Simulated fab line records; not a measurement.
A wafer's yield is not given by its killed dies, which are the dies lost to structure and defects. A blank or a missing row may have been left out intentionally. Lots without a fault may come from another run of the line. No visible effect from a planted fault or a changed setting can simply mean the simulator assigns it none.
fab line records	flow sky130
record lots=24	wafers=72	last-day=51
route steps=708 shown FIELD_ISO@5 VT_ADJUST_NCORE@126 RES_PROTECT@214
lots untouched by any fault: they come from a run of this same line in which no faults occurred
start-h: hours from the record's opening day to when the first of the lot's shown wafers began	wait-h: hours since the lot's step before	" as in the row above	L1.1+2: one row covering several wafers at once	- no value, or no start given	* or withheld: withheld	< > ~ a bound
route shown NAME@n: NAME is a module with steps in the file, n the number in the route of the first one	usual: mean/standard deviation taken from wafers without a fault	same: alike in all rows	chamber/n: place in a boat	sites: readings site by site	_std_site: their standard deviation	_edge_site: inner sites' mean taken away from outer sites' mean	radius-mm: how far each site lies from the wafer's centre	mask NAME#n: copy n	behind: the last tool/chamber to shape the wafer	hold: cause of the lot's hold/its duration in hours/its outcome	device: the n, p or np transistor that did not switch	end of line: at the end of the route, the tests of the same wafers	where a step has no rows: the recipe by itself	killed: count of dies lost to structure and defects at first sort (not the wafer's yield)	map: shows each die of a wafer: x if killed, . if not, _ if none is there
set.NAME: setting as actually run; set.NAME@STEP: the setting as run at that earlier step	model.NAME: the simulator's own value behind a step, which no gauge read
a sample of lots followed through the steps of the route, with each step as a table and each wafer as a row
services: the hour from which a tool's chamber was out of use, counted from the record's first day as start-h (under 0 if before that day), plus the number of hours and why
## steps
# step SKY_FIELD_ISO_THK_MEAS_04
# recipe reads=Si3N4_of_FIELD_ISO_CVD_03
# usual FIELD_ISO_CVD_03_THK=164.6/1.4
lot.wafer	tool	chamber	start-h	wait-h	FIELD_ISO_CVD_03_THK[nm]
L074.1	film-metro-01	-	14.86	0.0	165.1
L074.2	"	-	"	"	165.4
L074.3	"	-	"	"	164.5
L075.1	film-metro-01	-	20.41	0.0	164.5
L075.3	"	-	"	"	163.8
L075.4	"	-	"	"	164.5
L076.1	film-metro-01	-	24.45	0.0	164.3
L076.2	"	-	"	"	164.6
L076.4	"	-	"	"	164.4
L077.1	film-metro-03	-	31.41	0.0	163.7
L077.2	"	-	"	"	162.6
L077.5	"	-	"	"	163.6
L078.4	film-metro-01	-	36.69	0.0	166.7
L078.5	"	-	"	"	166.3
L078.6	"	-	"	"	164.3
L079.2	film-metro-03	-	38.59	0.0	163.8
L079.3	"	-	"	"	165.7
L079.6	"	-	"	"	165.8
L080.1	film-metro-01	-	43.48	0.0	162.6
L080.2	"	-	"	"	163.5
L080.6	"	-	"	"	164.0
L081.2	film-metro-02	-	49.50	0.0	165.5
L081.3	"	-	"	"	164.9
L081.5	"	-	"	"	165.5
L082.1	film-metro-02	-	54.07	0.0	166.0
L082.3	"	-	"	"	165.2
L082.6	"	-	"	"	167.8
L083.2	film-metro-01	-	60.30	0.0	163.2
L083.4	"	-	"	"	163.5
L083.6	"	-	"	"	163.6
L084.1	film-metro-02	-	67.36	0.0	166.7
L084.2	"	-	"	"	166.6
L084.5	"	-	"	"	166.0
L085.2	film-metro-01	-	70.05	0.0	164.9
L085.4	"	-	"	"	166.1
L085.5	"	-	"	"	165.1
L086.2	film-metro-03	-	75.45	0.0	165.3
L086.3	"	-	"	"	163.0
L086.6	"	-	"	"	164.3
L087.3	film-metro-02	-	79.59	0.0	165.8
L087.4	"	-	"	"	164.7
L087.6	"	-	"	"	164.3
L088.3	film-metro-01	-	83.58	0.0	163.4
L088.4	"	-	"	"	163.2
L088.6	"	-	"	"	163.2
L089.1	film-metro-02	-	90.19	0.0	166.6
L089.5	"	-	"	"	165.6
L089.6	"	-	"	"	166.3
L090.1	film-metro-03	-	96.22	0.0	167.1
L090.4	"	-	"	"	165.9
L090.5	"	-	"	"	165.8
L091.2	film-metro-03	-	99.83	0.0	164.0
L091.3	"	-	"	"	162.3
L091.6	"	-	"	"	164.6
L092.1	film-metro-03	-	108.98	0.0	163.9
L092.3	"	-	"	"	166.1
L092.4	"	-	"	"	163.8
L093.2	film-metro-02	-	110.75	0.0	166.0
L093.3	"	-	"	"	166.1
L093.4	"	-	"	"	164.7
L094.1	film-metro-01	-	116.14	0.0	167.8
L094.2	"	-	"	"	166.9
L094.6	"	-	"	"	167.0
L095.1	film-metro-02	-	120.18	0.0	162.3
L095.2	"	-	"	"	163.8
L095.4	"	-	"	"	162.3
L096.2	film-metro-03	-	124.38	0.0	163.2
L096.3	"	-	"	"	162.2
L096.6	"	-	"	"	161.6
L097.1	film-metro-01	-	130.86	0.0	164.2
L097.2	"	-	"	"	162.2
L097.3	"	-	"	"	163.2
# step SKY_FIELD_ISO_CD_MEAS_13
# recipe target-cd-nm=150
# usual cd-nm=149.6/1.3
lot.wafer	tool	chamber	start-h	wait-h	cd-nm
L074.1	cd-sem-01	-	30.59	-	151.2
L074.2	"	-	"	"	149.9
L074.3	"	-	"	"	149.7
L075.1	cd-sem-01	-	36.14	-	148.8
L075.3	"	-	"	"	146.8
L075.4	"	-	"	"	148.5
L076.1	cd-sem-01	-	39.94	-	150.4
L076.2	"	-	"	"	149.8
L076.4	"	-	"	"	149.8
L077.1	cd-sem-02	-	48.09	-	149.6
L077.2	"	-	"	"	151.0
L077.5	"	-	"	"	149.7
L078.4	cd-sem-01	-	53.96	-	147.0
L078.5	"	-	"	"	148.0
L078.6	"	-	"	"	145.2
L079.2	cd-sem-02	-	56.37	-	149.4
L079.3	"	-	"	"	150.9
L079.6	"	-	"	"	150.5
L080.1	cd-sem-02	-	61.00	-	151.2
L080.2	"	-	"	"	152.1
L080.6	"	-	"	"	152.0
L081.2	cd-sem-02	-	66.27	-	153.0
L081.3	"	-	"	"	150.7
L081.5	"	-	"	"	151.1
L082.1	cd-sem-01	-	70.75	-	149.2
L082.3	"	-	"	"	148.2
L082.6	"	-	"	"	149.6
L083.2	cd-sem-01	-	77.27	-	150.1
L083.4	"	-	"	"	150.1
L083.6	"	-	"	"	150.8
L084.1	cd-sem-02	-	84.35	-	151.5
L084.2	"	-	"	"	149.4
L084.5	"	-	"	"	151.9
L085.2	cd-sem-01	-	86.91	-	150.8
L085.4	"	-	"	"	150.6
L085.5	"	-	"	"	149.3
L086.2	cd-sem-02	-	93.12	-	150.4
L086.3	"	-	"	"	151.8
L086.6	"	-	"	"	150.9
L087.3	cd-sem-01	-	97.49	-	148.3
L087.4	"	-	"	"	148.7
L087.6	"	-	"	"	149.3
L088.3	cd-sem-02	-	101.63	-	149.3
L088.4	"	-	"	"	148.8
L088.6	"	-	"	"	147.3
L089.1	cd-sem-01	-	107.73	-	149.2
L089.5	"	-	"	"	148.3
L089.6	"	-	"	"	147.9
L090.1	cd-sem-02	-	114.20	-	149.9
L090.4	"	-	"	"	150.1
L090.5	"	-	"	"	150.3
L091.2	cd-sem-01	-	118.16	-	151.0
L091.3	"	-	"	"	150.6
L091.6	"	-	"	"	151.5
L092.1	cd-sem-01	-	128.19	-	149.1
L092.3	"	-	"	"	149.2
L092.4	"	-	"	"	146.7
L093.2	cd-sem-02	-	130.31	-	150.6
L093.3	"	-	"	"	150.4
L093.4	"	-	"	"	150.4
L094.1	cd-sem-01	-	135.99	-	149.4
L094.2	"	-	"	"	148.0
L094.6	"	-	"	"	148.4
L095.1	cd-sem-02	-	140.40	-	148.4
L095.2	"	-	"	"	149.0
L095.4	"	-	"	"	149.2
L096.2	cd-sem-01	-	145.61	-	150.3
L096.3	"	-	"	"	149.8
L096.6	"	-	"	"	149.9
L097.1	cd-sem-01	-	151.90	-	149.4
L097.2	"	-	"	"	149.7
L097.3	"	-	"	"	149.0
# step SKY_FIELD_ISO_ETCH_17
# recipe target-depth-a=3420	mask-material=Si3N4	chemistry=HBr/Cl2/O2	target=Si	taper-deg=5	icp-w=600	bias-w=150	pressure-mtorr=15	HBr_flow_sccm=150	Cl2_flow_sccm=40	O2_flow_sccm=6	time-s=97.7
# usual drypump-motor-current-A=5.8/0.61	he-backside-leak-sccm=2.66/0.26	mfc-cl2-sccm=40.01/0.11	oes-product-au=0.996/0.0099	rf-fwd-power-W=596.0/1.9	throttle-valve-pct=25.658/0.01
lot.wafer	tool	chamber	start-h	wait-h	drypump-motor-current-A	he-backside-leak-sccm	mfc-cl2-sccm	oes-product-au	rf-fwd-power-W	rf-hours-counter-h	throttle-valve-pct
L074.1	rie-si-01	1	30.91	0.1	5.9	2.69	39.82	1.002	597.0	104	25.658
L074.2	"	0	"	"	5.8	2.74	39.92	1.002	598.4	1	25.647
L074.3	"	2	"	"	4.8	3.34	40.03	1.007	595.4	137	25.652
L075.1	rie-si-01	0	36.46	0.1	5.8	2.78	39.74	1.002	597.8	1	25.653
L075.3	"	1	"	"	5.9	2.74	39.99	0.988	597.4	105	25.657
L075.4	"	3	"	"	6.3	2.63	39.94	0.993	592.5	0	25.655
L076.1	rie-si-02	3	40.26	0.1	5.4	2.23	39.88	0.998	594.2	52	25.657
L076.2	"	0	"	"	5.1	2.73	40.12	0.988	594.2	144	25.658
L076.4	"	2	"	"	6.4	2.67	40.09	1.005	598.3	12	25.651
L077.1	rie-si-02	0	48.41	0.1	5.1	2.67	39.98	0.996	595.8	144	25.650
L077.2	"	2	"	"	6.4	2.70	40.05	1.009	597.1	12	25.660
L077.5	"	3	"	"	5.4	2.33	39.87	0.982	597.5	-	25.670
L078.4	rie-si-01	0	54.22	0.0	5.8	2.41	40.18	1.005	598.5	1	25.651
L078.5	"	0	"	"	5.8	2.27	39.98	1.004	597.9	-	25.650
L078.6	"	3	"	"	6.3	2.72	40.07	1.006	593.4	-	25.671
L079.2	rie-si-01	2	56.67	0.1	4.8	3.35	40.13	0.996	596.1	137	25.656
L079.3	"	3	"	"	6.4	2.81	39.93	0.983	593.9	0	25.663
L079.6	"	3	"	"	6.3	2.67	39.87	1.001	593.3	-	25.657
L080.1	rie-si-01	3	61.32	0.1	6.4	2.75	39.95	0.993	596.3	0	25.658
L080.2	"	1	"	"	5.9	2.73	39.98	1.005	596.3	105	25.675
L080.6	"	3	"	"	6.4	2.83	40.06	1.010	594.8	-	25.645
L081.2	rie-si-02	0	66.57	0.1	5.1	2.77	40.00	0.991	597.8	144	25.657
L081.3	"	3	"	"	5.4	2.37	39.86	0.980	596.9	53	25.680
L081.5	"	1	"	"	6.5	2.55	40.02	0.992	593.8	-	25.659
L082.1	rie-si-02	1	71.07	0.1	6.5	2.37	39.93	0.984	598.9	65	25.656
L082.3	"	2	"	"	6.4	2.80	39.98	1.012	598.2	13	25.651
L082.6	"	1	"	"	6.6	2.39	39.88	0.986	597.2	-	25.664
L083.2	rie-si-01	2	77.57	0.1	4.8	3.29	39.94	1.002	594.4	137	25.658
L083.4	"	1	"	"	5.9	2.60	39.97	1.005	595.0	105	25.647
L083.6	"	2	"	"	4.8	2.96	40.08	0.997	596.2	-	25.671
L084.1	rie-si-01	2	84.67	0.1	4.8	2.93	40.02	1.000	594.9	137	25.641
L084.2	"	0	"	"	5.8	2.44	39.99	1.006	598.3	2	25.658
L084.5	"	2	"	"	4.8	3.19	39.89	0.997	596.2	-	25.659
L085.2	rie-si-02	3	87.21	0.1	5.4	2.58	39.84	1.004	596.4	53	25.665
L085.4	"	1	"	"	6.5	2.61	39.95	0.998	594.7	65	25.660
L085.5	"	2	"	"	6.4	2.53	39.96	1.001	597.0	-	25.650
L086.2	rie-si-02	1	93.42	0.1	6.6	2.38	39.99	0.990	594.7	65	25.657
L086.3	"	0	"	"	5.0	2.75	40.25	0.995	601.5	144	25.660
L086.6	"	2	"	"	6.4	2.63	40.16	1.000	594.6	-	25.652
L087.3	rie-si-01	3	97.77	0.0	6.4	2.80	40.09	1.008	596.5	1	25.670
L087.4	"	1	"	"	5.9	2.57	40.09	0.999	594.5	105	25.660
L087.6	"	2	"	"	4.8	3.10	39.98	0.987	598.5	-	25.662
L088.3	rie-si-02	3	101.91	0.0	5.4	2.45	40.01	0.983	596.6	53	25.664
L088.4	"	2	"	"	6.4	2.61	39.93	0.997	594.4	13	25.669
L088.6	"	0	"	"	5.0	2.74	39.96	0.990	591.3	-	25.659
L089.1	rie-si-02	2	108.05	0.1	6.3	2.56	39.88	1.001	599.0	13	25.648
L089.5	"	1	"	"	6.6	2.31	39.98	0.986	595.9	-	25.669
L089.6	"	2	"	"	6.4	2.60	40.01	1.002	594.7	-	25.657
L090.1	rie-si-02	2	114.52	0.1	6.4	2.61	39.96	0.997	594.7	13	25.650
L090.4	"	2	"	"	6.4	2.68	40.18	1.001	596.0	-	25.652
L090.5	"	1	"	"	6.5	2.22	40.06	0.985	594.8	-	25.693
L091.2	rie-si-01	2	118.46	0.1	4.8	3.31	40.08	0.997	597.6	138	25.667
L091.3	"	1	"	"	5.9	2.62	40.06	1.005	598.6	105	25.660
L091.6	"	3	"	"	6.4	2.76	40.20	1.007	595.4	-	25.647
L092.1	rie-si-02	1	128.51	0.1	6.5	2.55	40.04	0.986	597.2	65	25.669
L092.3	"	3	"	"	5.4	2.48	39.97	0.974	593.8	53	25.670
L092.4	"	0	"	"	5.1	2.38	40.11	0.984	595.4	0	25.680
L093.2	rie-si-01	2	130.61	0.1	4.8	3.16	40.06	1.001	597.3	138	25.648
L093.3	"	0	"	"	5.8	2.79	40.07	0.998	597.3	2	25.646
L093.4	"	1	"	"	5.9	2.73	39.98	1.011	597.2	105	25.643
L094.1	rie-si-01	0	136.30	0.1	5.8	2.88	40.10	0.997	596.5	2	25.649
L094.2	"	1	"	"	5.9	2.72	39.94	0.997	597.5	105	25.648
L094.6	"	1	"	"	6.0	2.78	39.93	1.000	594.3	-	25.666
L095.1	rie-si-02	1	140.72	0.1	6.6	2.53	39.96	0.991	594.6	65	25.660
L095.2	"	2	"	"	6.4	2.73	40.16	1.011	594.3	13	25.661
L095.4	"	3	"	"	5.4	2.49	40.00	0.983	596.9	53	25.673
L096.2	rie-si-02	0	145.90	0.1	5.1	2.51	39.82	0.986	593.7	0	25.660
L096.3	"	1	"	"	6.6	2.44	40.14	0.989	593.5	65	25.666
L096.6	"	3	"	"	5.4	2.23	39.91	0.985	593.9	-	25.664
L097.1	rie-si-02	0	152.22	0.1	5.1	2.35	39.89	0.979	595.6	0	25.662
L097.2	"	3	"	"	5.4	2.31	40.18	0.976	595.1	53	25.676
L097.3	"	1	"	"	6.5	2.44	39.91	0.984	596.7	66	25.657
# step SKY_VT_ADJUST_NCORE_CD_MEAS_07
# recipe target-cd-nm=380
# usual cd-nm=379/3
lot.wafer	tool	chamber	start-h	wait-h	cd-nm
L074.1	cd-sem-02	-	193.26	0.1	384
L074.2	"	-	"	"	382
L074.3	"	-	"	"	383
L075.1	cd-sem-02	-	196.91	0.1	374
L075.3	"	-	"	"	377
L075.4	"	-	"	"	375
L076.1	cd-sem-02	-	205.40	0.1	380
L076.2	"	-	"	"	378
L076.4	"	-	"	"	378
L077.1	cd-sem-02	-	212.70	0.1	379
L077.2	"	-	"	"	380
L077.5	"	-	"	"	380
L078.4	cd-sem-02	-	230.21	0.1	381
L078.5	"	-	"	"	384
L078.6	"	-	"	"	386
L079.2	cd-sem-01	-	233.13	0.1	375
L079.3	"	-	"	"	373
L079.6	"	-	"	"	376
L080.1	cd-sem-01	-	241.39	0.1	380
L080.2	"	-	"	"	379
L080.6	"	-	"	"	381
L081.2	cd-sem-01	-	248.10	0.1	385
L081.3	"	-	"	"	384
L081.5	"	-	"	"	386
L082.1	cd-sem-01	-	251.11	0.1	375
L082.3	"	-	"	"	378
L082.6	"	-	"	"	378
L083.2	cd-sem-02	-	256.88	0.1	379
L083.4	"	-	"	"	379
L083.6	"	-	"	"	376
L084.1	cd-sem-02	-	269.25	0.1	376
L084.2	"	-	"	"	376
L084.5	"	-	"	"	374
L085.2	cd-sem-01	-	276.65	0.1	382
L085.4	"	-	"	"	383
L085.5	"	-	"	"	385
L086.2	cd-sem-02	-	285.12	0.1	379
L086.3	"	-	"	"	380
L086.6	"	-	"	"	382
L087.3	cd-sem-01	-	295.02	0.1	377
L087.4	"	-	"	"	376
L087.6	"	-	"	"	378
L088.3	cd-sem-01	-	297.79	0.1	378
L088.4	"	-	"	"	376
L088.6	"	-	"	"	377
L089.1	cd-sem-02	-	302.18	0.1	379
L089.5	"	-	"	"	380
L089.6	"	-	"	"	380
L090.1	cd-sem-01	-	306.91	0.1	382
L090.4	"	-	"	"	383
L090.5	"	-	"	"	383
L091.2	cd-sem-02	-	311.15	0.1	377
L091.3	"	-	"	"	380
L091.6	"	-	"	"	377
L092.1	cd-sem-02	-	326.88	0.1	382
L092.3	"	-	"	"	379
L092.4	"	-	"	"	382
L093.2	cd-sem-02	-	327.38	0.1	378
L093.3	"	-	"	"	376
L093.4	"	-	"	"	376
L094.1	cd-sem-02	-	335.76	0.1	380
L094.2	"	-	"	"	380
L094.6	"	-	"	"	379
L095.1	cd-sem-01	-	342.41	0.1	381
L095.2	"	-	"	"	382
L095.4	"	-	"	"	381
L096.2	cd-sem-01	-	353.00	0.1	380
L096.3	"	-	"	"	381
L096.6	"	-	"	"	383
L097.1	cd-sem-02	-	358.13	0.1	373
L097.2	"	-	"	"	372
L097.3	"	-	"	"	371
# step SKY_RES_PROTECT_STRIP_07
# recipe chemistry=O2/N2	power-w=1400	pressure-mtorr=1500	platen-temp-c=withheld	o2-flow-sccm=3000	n2-flow-sccm=300	overash-fraction=0.5
# usual drypump-motor-current-A=5.6/0.6	oes-product-au=0.519/0.0046	strip-time-to-endpoint-s=23.15/0.045
lot.wafer	tool	chamber	start-h	wait-h	drypump-motor-current-A	oes-product-au	rf-hours-counter-h	strip-time-to-endpoint-s
L074.1	plasma-asher-04	1	357.63	0.1	5.4	0.523	62	23.17
L074.2	"	0	"	"	5.8	0.520	62	23.13
L074.3	"	1	"	"	5.4	0.519	-	23.13
L075.1	plasma-asher-02	1	362.80	0.1	6.7	0.519	23	23.14
L075.3	"	0	"	"	4.8	0.515	-	23.15
L075.4	"	1	"	"	6.7	0.514	-	23.12
L076.1	plasma-asher-03	1	373.48	0.1	5.1	0.511	54	23.26
L076.2	"	0	"	"	5.8	0.515	54	23.18
L076.4	"	1	"	"	5.1	0.519	-	23.21
L077.1	plasma-asher-02	1	404.00	0.1	6.7	0.516	27	23.13
L077.2	"	0	"	"	4.8	0.522	27	23.13
L077.5	"	0	"	"	4.8	0.523	-	23.15
L078.4	plasma-asher-03	0	408.72	0.1	5.8	0.518	-	23.10
L078.5	"	0	"	"	5.8	0.519	-	23.12
L078.6	"	1	"	"	5.1	0.523	-	23.16
L079.2	plasma-asher-03	1	411.75	0.1	5.1	0.517	57	23.14
L079.3	"	0	"	"	5.8	0.518	-	23.12
L079.6	"	1	"	"	5.1	0.523	-	23.13
L080.1	plasma-asher-03	1	419.40	0.1	5.1	0.520	58	23.25
L080.2	"	0	"	"	5.8	0.514	58	23.21
L080.6	"	1	"	"	5.1	0.514	-	23.24
L081.2	plasma-asher-04	0	433.40	0.1	5.8	0.522	0	23.09
L081.3	"	0	"	"	5.9	0.524	-	23.14
L081.5	"	1	"	"	5.4	0.516	-	23.10
L082.1	plasma-asher-03	1	438.05	0.1	5.1	0.522	60	23.19
L082.3	"	1	"	"	5.1	0.520	-	23.13
L082.6	"	0	"	"	5.8	0.520	-	23.18
L083.2	plasma-asher-02	1	442.63	0.1	6.6	0.518	31	23.10
L083.4	"	0	"	"	4.8	0.517	-	23.12
L083.6	"	0	"	"	4.8	0.523	-	23.08
L084.1	plasma-asher-02	1	461.60	0.1	6.7	0.527	33	23.20
L084.2	"	0	"	"	4.8	0.526	33	23.18
L084.5	"	0	"	"	4.8	0.526	-	23.20
L085.2	plasma-asher-03	1	470.35	0.1	5.1	0.523	63	23.22
L085.4	"	1	"	"	5.1	0.515	-	23.15
L085.5	"	0	"	"	5.8	0.527	-	23.23
L086.2	plasma-asher-03	1	482.59	0.1	5.1	0.515	65	23.12
L086.3	"	1	"	"	5.1	0.524	-	23.17
L086.6	"	0	"	"	5.7	0.517	-	23.17
L088.3	plasma-asher-03	1	492.53	0.1	5.1	0.518	-	23.16
L088.4	"	0	"	"	5.8	0.517	-	23.15
L088.6	"	0	"	"	5.8	0.522	-	23.14
L087.3	plasma-asher-04	1	492.72	0.1	5.4	0.507	-	23.17
L087.4	"	0	"	"	5.8	0.518	-	23.17
L087.6	"	0	"	"	5.9	0.516	-	23.16
L089.1	plasma-asher-02	1	498.85	0.1	6.7	0.518	36	23.17
L089.5	"	1	"	"	6.7	0.519	-	23.17
L089.6	"	0	"	"	4.8	0.519	-	23.18
L090.1	plasma-asher-02	1	510.40	0.1	6.7	0.524	38	23.09
L090.4	"	0	"	"	4.8	0.517	-	23.15
L090.5	"	1	"	"	6.7	0.522	-	23.08
L091.2	plasma-asher-02	0	515.38	0.1	4.8	0.516	38	23.09
L091.3	"	0	"	"	4.8	0.516	-	23.14
L091.6	"	0	"	"	4.8	0.513	-	23.09
L092.1	plasma-asher-03	0	526.40	0.1	5.8	0.521	69	23.19
L092.3	"	1	"	"	5.1	0.517	-	23.20
L092.4	"	0	"	"	5.7	0.524	-	23.22
L093.2	plasma-asher-04	0	529.88	0.1	5.8	0.511	10	23.14
L093.3	"	0	"	"	5.8	0.513	-	23.07
L093.4	"	1	"	"	5.4	0.520	-	23.16
L094.1	plasma-asher-03	0	537.65	0.1	5.8	0.521	70	23.13
L094.2	"	1	"	"	5.1	0.528	70	23.19
L094.6	"	1	"	"	5.1	0.512	-	23.14
L095.1	plasma-asher-03	0	550.35	0.1	5.8	0.517	71	23.09
L095.2	"	1	"	"	5.1	0.523	71	23.08
L095.4	"	0	"	"	5.8	0.520	-	23.07
L096.2	plasma-asher-02	1	556.48	0.1	6.6	0.519	42	23.15
L096.3	"	0	"	"	4.8	0.508	-	23.13
L096.6	"	0	"	"	4.8	0.525	-	23.15
L097.1	plasma-asher-04	1	560.40	0.1	5.4	0.517	13	23.22
L097.2	"	0	"	"	5.8	0.512	13	23.20
L097.3	"	0	"	"	5.8	0.518	-	23.17
# step SKY_RES_PROTECT_TW_MEAS_08
# usual POLY_GATE_TW=4027/35
lot.wafer	tool	chamber	start-h	wait-h	POLY_GATE_TW
L074.1	film-metro-02	-	357.73	0.1	4032
L074.2	"	-	"	"	4063
L074.3	"	-	"	"	4074
L075.1	film-metro-02	-	362.90	0.1	4039
L075.3	"	-	"	"	4003
L075.4	"	-	"	"	4030
L076.1	film-metro-01	-	373.58	0.1	3977
L076.2	"	-	"	"	3972
L076.4	"	-	"	"	3978
L077.1	film-metro-04	-	404.10	0.1	4014
L077.2	"	-	"	"	4037
L077.5	"	-	"	"	4010
L078.4	film-metro-04	-	408.81	0.1	4075
L078.5	"	-	"	"	4106
L078.6	"	-	"	"	4062
L079.2	film-metro-01	-	411.86	0.1	4005
L079.3	"	-	"	"	3990
L079.6	"	-	"	"	3992
L080.1	film-metro-02	-	419.50	0.1	4073
L080.2	"	-	"	"	4083
L080.6	"	-	"	"	4064
L081.2	film-metro-02	-	433.51	0.1	4038
L081.3	"	-	"	"	4054
L081.5	"	-	"	"	4047
L082.1	film-metro-04	-	438.15	0.1	4021
L082.3	"	-	"	"	3989
L082.6	"	-	"	"	4019
L083.2	film-metro-01	-	442.74	0.1	3956
L083.4	"	-	"	"	3960
L083.6	"	-	"	"	3970
L084.1	film-metro-04	-	461.70	0.1	4044
L084.2	"	-	"	"	4026
L084.5	"	-	"	"	4026
L085.2	film-metro-02	-	470.46	0.1	4047
L085.4	"	-	"	"	4047
L085.5	"	-	"	"	4033
L086.2	film-metro-01	-	482.70	0.1	3971
L086.3	"	-	"	"	4016
L086.6	"	-	"	"	3977
L088.3	film-metro-01	-	492.62	0.1	4002
L088.4	"	-	"	"	3992
L088.6	"	-	"	"	3995
L087.3	film-metro-04	-	492.80	0.1	4036
L087.4	"	-	"	"	4026
L087.6	"	-	"	"	4029
L089.1	film-metro-01	-	498.95	0.1	3996
L089.5	"	-	"	"	4002
L089.6	"	-	"	"	3987
L090.1	film-metro-02	-	510.50	0.1	4048
L090.4	"	-	"	"	4008
L090.5	"	-	"	"	4025
L091.2	film-metro-01	-	515.49	0.1	3968
L091.3	"	-	"	"	3999
L091.6	"	-	"	"	4009
L092.1	film-metro-01	-	526.50	0.1	3990
L092.3	"	-	"	"	3998
L092.4	"	-	"	"	3975
L093.2	film-metro-04	-	529.99	0.1	4061
L093.3	"	-	"	"	4054
L093.4	"	-	"	"	4068
L094.1	film-metro-04	-	537.75	0.1	4068
L094.2	"	-	"	"	4045
L094.6	"	-	"	"	4047
L095.1	film-metro-02	-	550.45	0.1	4082
L095.2	"	-	"	"	4072
L095.4	"	-	"	"	4097
L096.2	film-metro-02	-	556.61	0.1	4083
L096.3	"	-	"	"	4066
L096.6	"	-	"	"	4076
L097.1	film-metro-02	-	560.50	0.1	4041
L097.2	"	-	"	"	4052
L097.3	"	-	"	"	4048
## services
tool	chamber	start-h	hours	kind
rie-si-02	0	8.49	15.8	repair
rie-si-02	-	51.57	14.6	pm
plasma-asher-02	-	73.41	2.4	repair
plasma-asher-02	-	91.23	2.8	pm
plasma-asher-04	-	105.36	2.8	pm
rie-si-02	0	106.01	-	clean
plasma-asher-02	-	108.75	9.0	pm
plasma-asher-03	-	118.35	13.9	pm
rie-si-01	0	126.16	2.9	repair
plasma-asher-03	-	132.21	2.8	pm
rie-si-02	3	143.71	1.9	repair
plasma-asher-03	-	161.86	14.6	pm
rie-si-01	-	164.10	1.7	repair
rie-si-01	3	178.75	23.1	repair
plasma-asher-02	-	266.19	15.6	pm
plasma-asher-04	-	330.89	15.8	repair
rie-si-02	-	331.72	0.6	repair
plasma-asher-03	-	363.36	7.2	repair
plasma-asher-04	-	390.58	0.3	repair
plasma-asher-04	-	421.25	9.0	pm
plasma-asher-02	-	487.95	6.4	repair
plasma-asher-04	-	509.41	1.1	repair
rie-si-02	2	513.07	9.5	repair
plasma-asher-03	-	529.67	2.5	repair
## key
fault none
